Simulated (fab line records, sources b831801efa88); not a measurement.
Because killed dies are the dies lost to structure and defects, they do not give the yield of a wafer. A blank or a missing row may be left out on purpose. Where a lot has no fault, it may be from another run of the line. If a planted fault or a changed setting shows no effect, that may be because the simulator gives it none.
Shared-tool check -- flow gf180mcu -- Sample size 12 lots and 42 wafers

## WHY IT WAS OPENED
On 2 of the 12 lots, a flag is raised at GF_NSD_CD_MEAS_07 on the reading cd nm. Fault-free wafers read 400.5 nm, with a standard deviation of 2.2.
Rule: flag the lot when none of its wafers has a number, or when each of its wafers that has one lies beyond 4 standard deviations from that mean. All remaining lots are regarded as sound.

lot,measured,on,"cd nm (nm), wafer by wafer",flag
L421,day 14 02:06,cd sem-01,399.2 399.5 399.7,
L423,day 14 13:50,cd sem-01,399.2 399.2 401.0,
L424,day 15 05:12,cd sem-01,404.0 402.5 399.7,
L427,day 16 07:35,cd sem-01,398.5 400.4 400.9,
L429,day 17 00:40,cd sem-02,381.3 383.9 386.0 381.0 383.8 385.7,FLAGGED
L430,day 17 13:22,cd sem-02,383.5 386.3 386.2 383.8 387.0 386.6,FLAGGED
L434,day 19 00:25,cd sem-02,399.7 398.6 401.6,
L435,day 19 06:46,cd sem-02,402.3 401.5 401.0,
L437,day 19 14:01,cd sem-02,399.9 398.0 399.7,
L438,day 19 22:34,cd sem-01,397.4 398.7 396.3,
L439,day 20 07:04,cd sem-01,397.7 397.9 399.5,
L441,day 20 20:37,cd sem-02,395.0 396.8 398.1,
The numbers of the flagged lots are 384.6 nm on average: -15.9 nm against the usual, or -7 standard deviations.

## WHICH TOOL EACH LOT WENT THROUGH
2 process steps preceding the reading are held in the record, out of 602 steps in the route. Cell contents, in order: the tool; ch with the chambers the sampled wafers went through; the start.
lot,flag,GF_HV_LDD_STRIP_49,GF_NSD_COAT_02
L421,,"plasma asher-01 ch 0,1, day 13 01:32","litho track-01 ch 0, day 13 16:01"
L423,,"plasma asher-03 ch 0,1, day 13 14:27","litho track-02 ch 0, day 14 02:44"
L424,,"plasma asher-03 ch 0,1, day 14 05:30","litho track-01 ch 0, day 14 18:40"
L427,,"plasma asher-04 ch 0,1, day 15 05:20","litho track-03 ch 0, day 15 20:21"
L429,FLAGGED,"plasma asher-03 ch 0,1, day 15 20:20","litho track-01 ch 0, day 16 13:31"
L430,FLAGGED,"plasma asher-04 ch 0,1, day 16 11:49","litho track-01 ch 0, day 17 01:49"
L434,,"plasma asher-03 ch 0,1, day 17 20:07","litho track-03 ch 0, day 18 12:16"
L435,,"plasma asher-03 ch 0,1, day 18 03:31","litho track-03 ch 0, day 18 18:49"
L437,,"plasma asher-03 ch 0,1, day 18 09:50","litho track-03 ch 0, day 19 01:31"
L438,,"plasma asher-01 ch 0,1, day 18 18:40","litho track-02 ch 0, day 19 10:16"
L439,,"plasma asher-01 ch 0,1, day 19 02:44","litho track-02 ch 0, day 19 19:01"
L441,,"plasma asher-01 ch 0,1, day 19 17:46","litho track-01 ch 0, day 20 08:19"
What the steps here do:
- GF_HV_LDD_STRIP_49: strips in O2/N2.
- GF_NSD_COAT_02: resist thk 1000 nm.
- GF_NSD_CD_MEAS_07: target cd 400 nm.

## FLAGGED AGAINST TOTAL, ONE TOOL AT A TIME (gauges that did the reading follow at the end)
step,tool,lots run,flagged,share of the flagged lots,sound lots run after its first flagged lot
GF_HV_LDD_STRIP_49,plasma asher-01,4,0,none,-
GF_HV_LDD_STRIP_49,plasma asher-03,6,1,some,"3 (L434,L435,L437)"
GF_HV_LDD_STRIP_49,plasma asher-04,2,1,some,0
GF_NSD_COAT_02,litho track-01,5,2,all,1 (L441)
GF_NSD_COAT_02,litho track-02,3,0,none,-
GF_NSD_COAT_02,litho track-03,4,0,none,-
GF_NSD_CD_MEAS_07,cd sem-01,6,0,none,-
GF_NSD_CD_MEAS_07,cd sem-02,6,2,all,"4 (L434,L435,L437,L441)"

## WHAT THE TABLE ALLOWS
litho track-01 at GF_NSD_COAT_02 and cd sem-02 at GF_NSD_CD_MEAS_07 are the 2 rows of the table that ran each flagged lot.
- litho track-01 at GF_NSD_COAT_02 ran 5 lots, 2 of them flagged. Sound lots followed the first flagged one (L441) on it, something a lasting fault affecting the whole tool could not allow.
- cd sem-02 at GF_NSD_CD_MEAS_07 ran 6 lots, 2 of them flagged. Sound lots followed the first flagged one (L434, L435, L437, L441) on it, something a lasting fault affecting the whole tool could not allow.
None of the table's rows ran every flagged lot and, after the first, no sound lot.

## WHAT THE SIMULATOR HAD INSERTED
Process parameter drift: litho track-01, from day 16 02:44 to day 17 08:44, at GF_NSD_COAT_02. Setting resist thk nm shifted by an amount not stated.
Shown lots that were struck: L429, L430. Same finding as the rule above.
